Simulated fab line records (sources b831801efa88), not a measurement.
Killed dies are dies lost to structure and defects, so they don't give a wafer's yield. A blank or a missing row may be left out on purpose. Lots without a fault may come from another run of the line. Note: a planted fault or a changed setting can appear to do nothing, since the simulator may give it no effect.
What tool caused it? | flow sfq-line | 15 lots with 44 wafers sampled at 2 steps, on a route of 325 steps

## WHAT THE GAUGES READ, wafer by wafer
SFQ_M0_RS_MEAS_904: uses a four-point probe to measure. Usual: M0_NB_RS typically reads 0.884 ohm/sq, with standard deviation 0.011.
lot  | measured     | on            | M0_NB_RS (ohm/sq) | flag
L759 | day 4 22:59  | film-metro-04 | 0.885 0.880 0.890 |
L760 | day 5 00:13  | film-metro-02 | 0.882 0.882 0.885 |
L761 | day 7 17:20  | film-metro-04 | 0.886 0.890 0.898 |
L763 | day 8 23:35  | film-metro-04 | 0.873 0.885 0.895 |
L764 | day 9 05:36  | film-metro-02 | 0.879 0.878 0.875 |
L770 | day 11 01:53 | film-metro-03 | 0.636 0.887 0.888 | OFF
L772 | day 11 18:02 | film-metro-03 | 0.630 0.891 0.882 | OFF
L773 | day 12 04:50 | film-metro-03 | 0.625 0.628       | OFF
L775 | day 12 16:52 | film-metro-04 | 0.866 0.870 0.883 |
L776 | day 13 01:26 | film-metro-03 | 0.902 0.896 0.900 |
L777 | day 13 07:09 | film-metro-02 | 0.883 0.887 0.890 |
L779 | day 13 20:22 | film-metro-03 | 0.893 0.879 0.878 |
L780 | day 14 03:33 | film-metro-04 | 0.870 0.874 0.882 |
L781 | day 14 08:22 | film-metro-03 | 0.881 0.865 0.876 |
L782 | day 14 17:58 | film-metro-04 | 0.880 0.885 0.888 |

## TOOL THAT RAN EACH LOT (tool first, then ch and the chambers of the sampled wafers, then the start)
lot  | SFQ_TRILAYER_M0_DEP_SPUTTER_019
L759 | pvd-sputter-06, day 4 22:53
L760 | pvd-sputter-03, day 5 00:05
L761 | pvd-sputter-04, day 7 17:12
L763 | pvd-sputter-06, day 8 23:28
L764 | pvd-sputter-03, day 9 05:27
L770 | pvd-sputter-03, day 11 01:48
L772 | pvd-sputter-03, day 11 17:57
L773 | pvd-sputter-03, day 12 04:45
L775 | pvd-sputter-06, day 12 16:45
L776 | pvd-sputter-04, day 13 01:21
L777 | pvd-sputter-06, day 13 07:04
L779 | pvd-sputter-06, day 13 20:16
L780 | pvd-sputter-06, day 14 03:28
L781 | pvd-sputter-06, day 14 08:16
L782 | pvd-sputter-04, day 14 17:52
- SFQ_TRILAYER_M0_DEP_SPUTTER_019: material Nb, target thk 200 nm, time 133.3 s.

## WHAT THE TOOLS THEMSELVES READ (means of the sampled wafers that have a number; where no wafer has one, the mark that the record gives instead)
SFQ_TRILAYER_M0_DEP_SPUTTER_019. Usual: throttle-valve-pct 30.1 %, standard deviation 1.4.
lot  | tool           | throttle-valve-pct (%) | flag
L759 | pvd-sputter-06 | 29.8                   |
L760 | pvd-sputter-03 | 29.7                   |
L761 | pvd-sputter-04 | 31.0                   |
L763 | pvd-sputter-06 | 29.5                   |
L764 | pvd-sputter-03 | 30.3                   |
L770 | pvd-sputter-03 | 29.8                   |
L772 | pvd-sputter-03 | 30.2                   |
L773 | pvd-sputter-03 | 30.1                   |
L775 | pvd-sputter-06 | 28.9                   |
L776 | pvd-sputter-04 | 31.3                   |
L777 | pvd-sputter-06 | 29.5                   |
L779 | pvd-sputter-06 | 29.0                   |
L780 | pvd-sputter-06 | 29.5                   |
L781 | pvd-sputter-06 | 29.7                   |
L782 | pvd-sputter-04 | 31.4                   |

## THE ANSWER, worked out from the rows above alone
Rule: lot off if the mean of its wafers having a number is beyond 3 standard deviations from the usual mean. A lot without any number at a reading at which 4 lots or more have one is off too. Any other lot the step has rows for is counted as sound. First the gauges in route order, then the tools' own readings, where a lot's mean is used as printed above. The first step at which some lot is off is used, and at that step the reading that is off furthest; a lot without a number counts as furthest.
Off: at SFQ_M0_RS_MEAS_904 (M0_NB_RS), L770, L772, L773.
If a tool, at a process step before that reading, ran all the lots that are off and no sound lot after the first of them, it fits. The gauges at SFQ_M0_RS_MEAS_904 are tried like those tools. One fits: pvd-sputter-03 at SFQ_TRILAYER_M0_DEP_SPUTTER_019. A fault onset in the window from L764 (day 9 05:27, its last sound lot) to L770 (day 11 01:48, its first lot off) fits.

## WHAT HAD BEEN PUT IN BY THE SIMULATOR
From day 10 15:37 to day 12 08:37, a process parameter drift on pvd-sputter-03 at SFQ_TRILAYER_M0_DEP_SPUTTER_019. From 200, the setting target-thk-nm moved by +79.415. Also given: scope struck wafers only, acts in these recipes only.
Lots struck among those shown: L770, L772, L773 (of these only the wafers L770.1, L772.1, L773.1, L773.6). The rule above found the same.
